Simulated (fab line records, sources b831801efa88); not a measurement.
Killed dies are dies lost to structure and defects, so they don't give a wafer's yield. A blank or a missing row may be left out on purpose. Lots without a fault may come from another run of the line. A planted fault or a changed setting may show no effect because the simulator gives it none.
fab line records | flow gf180mcu
record lots=13 wafers=39 last_day=34
route steps=602 shown SAB@264 CONTACT@310 V1@360 M2@363
lots that met no fault: from a run of the same line without faults
start_h: hours from the record's first day to the start of the lot's first wafer shown | wait_h: hours since the lot's step before | " the same as in the row above | L1.1+2: a row that stands for several wafers | - no value, or no start given | * or withheld: withheld | < > ~ a bound
route shown NAME@n: a module of which the file shows steps, and the number in the route of the first | usual: mean/standard deviation of fault-free wafers | same: alike in all rows | chamber/n: place in a boat | sites: the reading at each site | _std_site: their standard deviation | _edge_site: outer sites' mean less inner sites' | radius_mm: how far each site lies from the wafer's centre | mask NAME#n: copy n | behind: the tool/chamber that last shaped the wafer | hold: why the lot was held/for how many hours/how that ended | device: the transistor (n, p or np) that didn't switch | end of line: the same wafers' tests at the end of the route | a step without rows: its recipe alone | killed: dies lost to structure and defects at the first sort, not the wafer's yield | map: a wafer's dies, x killed, . not, _ none there
set.NAME: the setting as run; set.NAME@STEP: as run at that earlier step | model.NAME: the simulator's own value behind a step, which no gauge read
steps of the route over a sample of lots; a table a step, a row a wafer
services: from which hour (start_h, from the record's first day; less than 0 if before it) a tool's chamber was out of use, for how many hours, and why
## steps
# step GF_SAB_CVD_00
# recipe material=SiO2 target_thk_nm=50 precursor=TEOS temp_c=400 time_s=4.9302 rf_w=600
# usual heater_power_w=681/62 susceptor_temp_C=400.03/0.22
# columns lot.wafer tool chamber start_h wait_h heater_power_w susceptor_temp_C
L231.1 pecvd-03 0 323.30 0.1 671 400.03
L231.2 " 2 " " 695 400.04
L231.5 " 1 " " 739 399.99
L234.1 pecvd-01 2 348.19 0.1 691 400.30
L234.2 " 1 " " 686 399.86
L234.5 " 1 " " 692 399.99
L235.2 pecvd-03 1 357.95 0.1 768 399.94
L235.5 " 2 " " 641 399.85
L235.6 " 1 " " 761 399.81
L239.1 pecvd-01 1 396.50 0.1 776 400.13
L239.2 " 2 " " 550 400.25
L239.5 " 1 " " 771 399.91
L240.1 pecvd-03 0 402.79 0.1 671 399.84
L240.3 " 0 " " 678 400.27
L240.4 " 2 " " 662 400.50
L241.3 pecvd-03 0 408.84 0.1 545 400.43
L241.5 " 0 " " 559 400.10
L241.6 " 1 " " 704 400.08
L242.1 pecvd-03 2 417.80 0.1 693 400.04
L242.3 " 0 " " 563 400.27
L242.4 " 0 " " 590 399.90
L243.3 pecvd-01 1 430.79 0.1 666 400.05
L243.4 " 1 " " 689 399.91
L243.5 " 0 " " 720 400.04
L244.2 pecvd-01 1 438.84 0.1 800 399.63
L244.4 " 2 " " 615 400.10
L244.6 " 0 " " 674 399.98
L247.1 pecvd-01 0 464.84 0.1 749 399.57
L247.3 " 0 " " 746 399.76
L247.5 " 0 " " 739 399.69
L250.1 pecvd-01 1 487.49 0.1 803 399.47
L250.2 " 0 " " 749 399.58
L250.3 " 2 " " 676 400.21
L251.1 pecvd-03 0 495.89 0.1 647 400.18
L251.3 " 2 " " 678 399.76
L251.6 " 2 " " 681 400.14
L253.1 pecvd-03 1 514.90 0.1 758 400.46
L253.2 " 0 " " 617 400.05
L253.4 " 0 " " 626 400.18
# step GF_SAB_THK_MEAS_01
# recipe reads=SiO2_of_SAB_CVD_00
# usual SAB_CVD_00_THK=50.2/0.66
# columns lot.wafer tool chamber start_h wait_h SAB_CVD_00_THK[nm]
L231.1 film_metro-03 - 323.32 0.0 48.8
L231.2 " - " " 49.1
L231.5 " - " " 50.1
L234.1 film_metro-02 - 348.21 0.0 50.6
L234.2 " - " " 50.1
L234.5 " - " " 50.6
L235.2 film_metro-03 - 358.03 0.1 49.5
L235.5 " - " " 51.6
L235.6 " - " " 49.4
L239.1 film_metro-01 - 396.52 0.0 50.1
L239.2 " - " " 50.2
L239.5 " - " " 51.0
L240.1 film_metro-03 - 402.82 0.0 50.3
L240.3 " - " " 50.2
L240.4 " - " " 49.7
L241.3 film_metro-01 - 408.88 0.0 50.0
L241.5 " - " " 50.4
L241.6 " - " " 49.8
L242.1 film_metro-02 - 417.82 0.0 50.2
L242.3 " - " " 50.0
L242.4 " - " " 50.9
L243.3 film_metro-01 - 430.83 0.0 49.8
L243.4 " - " " 50.8
L243.5 " - " " 50.6
L244.2 film_metro-01 - 438.87 0.0 49.7
L244.4 " - " " 51.2
L244.6 " - " " 50.7
L247.1 film_metro-01 - 464.87 0.0 62.6
L247.3 " - " " 63.9
L247.5 " - " " 63.7
L250.1 film_metro-03 - 487.51 0.0 49.8
L250.2 " - " " 62.5
L250.3 " - " " 50.5
L251.1 film_metro-01 - 495.91 0.0 50.3
L251.3 " - " " 49.0
L251.6 " - " " 50.6
L253.1 film_metro-03 - 514.91 0.0 49.7
L253.2 " - " " 50.3
L253.4 " - " " 50.9
# step GF_CONTACT_SPUTTER_23
# recipe material=TiN target_thk_nm=10 chamber_pressure_pa=5 power_w=4000 time_s=40
# usual chamber_pressure_pa=4.999/0.01 throttle_valve_pct=29.8/1.1
# columns lot.wafer tool chamber start_h wait_h chamber_pressure_pa throttle_valve_pct
L231.1 pvd_sputter-04 - 367.73 0.0 5.002 31.7
L231.2 " - " " 4.999 30.5
L231.5 " - " " 5.002 31.6
L234.1 pvd_sputter-01 - 396.17 0.0 4.996 28.1
L234.2 " - " " 5.002 30.7
L234.5 " - " " 5.004 28.0
L235.2 pvd_sputter-01 - 406.24 0.0 4.975 30.8
L235.5 " - " " 5.010 28.3
L235.6 " - " " 5.002 30.2
L239.1 pvd_sputter-02 - 446.02 0.0 4.993 29.5
L239.2 " - " " 4.994 28.1
L239.5 " - " " 5.002 27.9
L240.1 pvd_sputter-01 - 454.52 0.0 4.997 30.7
L240.3 " - " " 5.005 30.0
L240.4 " - " " 5.008 28.4
L241.3 pvd_sputter-01 - 458.98 0.0 4.992 28.0
L241.5 " - " " 4.973 30.1
L241.6 " - " " 4.979 30.6
L242.1 pvd_sputter-04 - 468.46 0.0 4.999 29.9
L242.3 " - " " 4.995 28.5
L242.4 " - " " 4.998 30.3
L243.3 pvd_sputter-04 - 480.79 0.0 5.015 28.3
L243.4 " - " " 5.014 30.2
L243.5 " - " " 4.987 30.5
L244.2 pvd_sputter-02 - 488.39 0.0 4.997 29.5
L244.4 " - " " 4.980 28.5
L244.6 " - " " 4.988 28.3
L247.1 pvd_sputter-01 - 513.78 0.0 5.009 30.6
L247.3 " - " " 5.012 29.8
L247.5 " - " " 5.014 30.2
L250.1 pvd_sputter-01 - 535.98 0.0 5.009 28.5
L250.2 " - " " 4.985 29.5
L250.3 " - " " 5.012 30.5
L251.1 pvd_sputter-02 - 544.11 0.0 5.007 28.0
L251.3 " - " " 5.001 28.4
L251.6 " - " " 4.991 29.5
L253.1 pvd_sputter-02 - 561.84 0.0 4.987 28.0
L253.2 " - " " 4.991 29.6
L253.4 " - " " 4.996 30.5
# step GF_V1_THK_MEAS_25
# recipe thk_meas_gauge=xrf reads=W_of_V1_CVD_23
# usual V1_W_THK=356/4.8
# columns lot.wafer tool chamber start_h wait_h V1_W_THK[nm]
L231.1 film_metro-01 - 417.55 0.1 360
L231.2 " - " " 362
L231.5 " - " " 359
L234.1 film_metro-01 - 447.56 0.1 351
L234.2 " - " " 353
L234.5 " - " " 356
L235.2 film_metro-03 - 458.51 0.1 348
L235.5 " - " " 347
L235.6 " - " " 355
L239.1 film_metro-01 - 497.53 0.1 357
L239.2 " - " " 358
L239.5 " - " " 356
L240.1 film_metro-02 - 504.96 0.1 362
L240.3 " - " " 360
L240.4 " - " " 364
L241.3 film_metro-01 - 510.22 0.1 360
L241.5 " - " " 357
L241.6 " - " " 356
L242.1 film_metro-03 - 518.90 0.1 351
L242.3 " - " " 354
L242.4 " - " " 353
L243.3 film_metro-01 - 529.84 0.1 358
L243.4 " - " " 363
L243.5 " - " " 360
L244.2 film_metro-01 - 539.17 0.1 357
L244.4 " - " " 358
L244.6 " - " " 361
L247.1 film_metro-03 - 561.99 0.1 357
L247.3 " - " " 353
L247.5 " - " " 355
L250.1 film_metro-02 - 583.46 0.1 361
L250.2 " - " " 352
L250.3 " - " " 360
L251.1 film_metro-01 - 591.43 0.1 355
L251.3 " - " " 357
L251.6 " - " " 356
L253.1 film_metro-01 - 608.57 0.1 354
L253.2 " - " " 361
L253.4 " - " " 355
# step GF_M2_SPUTTER_01
# recipe material=TiN target_thk_nm=30 power_w=6500 time_s=25 chamber_pressure_pa=0.4
# usual chamber_pressure_pa=0.3999/0.00079 throttle_valve_pct=29.9/1
# columns lot.wafer tool chamber start_h wait_h chamber_pressure_pa throttle_valve_pct
L231.1 pvd_sputter-02 - 418.01 0.1 0.3979 29.5
L231.2 " - " " 0.4009 30.6
L231.5 " - " " 0.4009 30.4
L234.1 pvd_sputter-02 - 448.02 0.1 0.4001 28.2
L234.2 " - " " 0.4015 29.5
L234.5 " - " " 0.4001 28.2
L235.2 pvd_sputter-02 - 458.96 0.1 0.3999 28.5
L235.5 " - " " 0.3994 29.7
L235.6 " - " " 0.3988 28.2
L239.1 pvd_sputter-03 - 497.99 0.1 0.4014 29.8
L239.2 " - " " 0.3999 29.6
L239.5 " - " " 0.3990 31.6
L240.1 pvd_sputter-03 - 505.42 0.1 0.3992 30.7
L240.3 " - " " 0.3997 29.8
L240.4 " - " " 0.3996 31.3
L241.3 pvd_sputter-01 - 510.66 0.1 0.4001 29.9
L241.5 " - " " 0.3997 28.4
L241.6 " - " " 0.3990 29.7
L242.1 pvd_sputter-01 - 519.36 0.1 0.3996 29.5
L242.3 " - " " 0.3997 30.6
L242.4 " - " " 0.4006 28.3
L243.3 pvd_sputter-03 - 530.28 0.1 0.3995 30.5
L243.4 " - " " 0.4018 31.4
L243.5 " - " " 0.3996 29.8
L244.2 pvd_sputter-02 - 539.62 0.1 0.3995 28.2
L244.4 " - " " 0.3984 28.3
L244.6 " - " " 0.3986 29.1
L247.1 pvd_sputter-01 - 562.45 0.1 0.3997 28.1
L247.3 " - " " 0.4004 31.1
L247.5 " - " " 0.3999 29.8
L250.1 pvd_sputter-01 - 583.93 0.1 0.4000 29.9
L250.2 " - " " 0.3994 30.7
L250.3 " - " " 0.4010 29.7
L251.1 pvd_sputter-03 - 591.89 0.1 0.4001 31.5
L251.3 " - " " 0.3993 29.7
L251.6 " - " " 0.4006 31.4
L253.1 pvd_sputter-03 - 609.03 0.1 0.4006 30.5
L253.2 " - " " 0.4014 31.2
L253.4 " - " " 0.4012 30.3
## services
# columns tool chamber start_h hours kind
pecvd-01 - 312.24 1.3 repair
pvd_sputter-03 - 317.63 4.6 repair
pvd_sputter-03 - 321.43 2.0 repair
pvd_sputter-02 2 329.88 - consumable_replace:kit
pvd_sputter-02 2 329.88 18.0 scheduled_down
pvd_sputter-02 2 329.88 18.0 vent_cycle
pecvd-01 2 378.72 8.7 repair
pecvd-03 - 381.93 14.6 pm
pecvd-03 1 396.92 9.3 repair
pecvd-01 0 431.84 6.0 repair
pecvd-03 - 437.69 1.4 repair
pecvd-01 2 459.77 14.2 repair
pvd_sputter-03 - 474.38 5.7 repair
pvd_sputter-01 - 494.22 2.5 repair
pvd_sputter-02 1 514.65 - consumable_replace:kit
pvd_sputter-02 1 514.65 18.0 scheduled_down
pvd_sputter-02 1 514.65 18.0 vent_cycle
pvd_sputter-02 - 546.71 1.0 repair
pvd_sputter-04 - 548.40 0.5 repair
pecvd-03 0 590.91 7.5 repair
pecvd-01 - 591.12 14.0 pm
pecvd-01 0 591.12 14.0 vent_cycle
pecvd-01 1 591.12 14.0 vent_cycle
pvd_sputter-02 - 595.48 3.9 repair
## key
first_sign step=GF_SAB_THK_MEAS_01 reading=SAB_CVD_00_THK direction=up sigmas=20 usual=50.2 struck=63.2
effect none on later readings
met_at GF_SAB_CVD_00
struck_lots L247,L250
struck_wafers L247.1,L247.3,L247.5,L250.2
tester_left_out L247,L250
not_acting_at GF_CONTACT_SPUTTER_23,GF_V1_THK_MEAS_25,GF_M2_SPUTTER_01
onset_between 438.84 464.84
fault kind=process_parameter_drift tool=pecvd-01 chamber=0 onset_h=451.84 steps=GF_SAB_CVD_00 channel=target_thk_nm offset=12.277 shape=step end_h=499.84 acts_in=these_recipes_only stated=50
# tester_left_out: of these lots the tester's yield and bins aren't shown, on N5 and GAA mostly nor the transistor test; their killed dies are dies lost to structure and defects alone, not to doping, threshold or leakage, so they don't give the yield
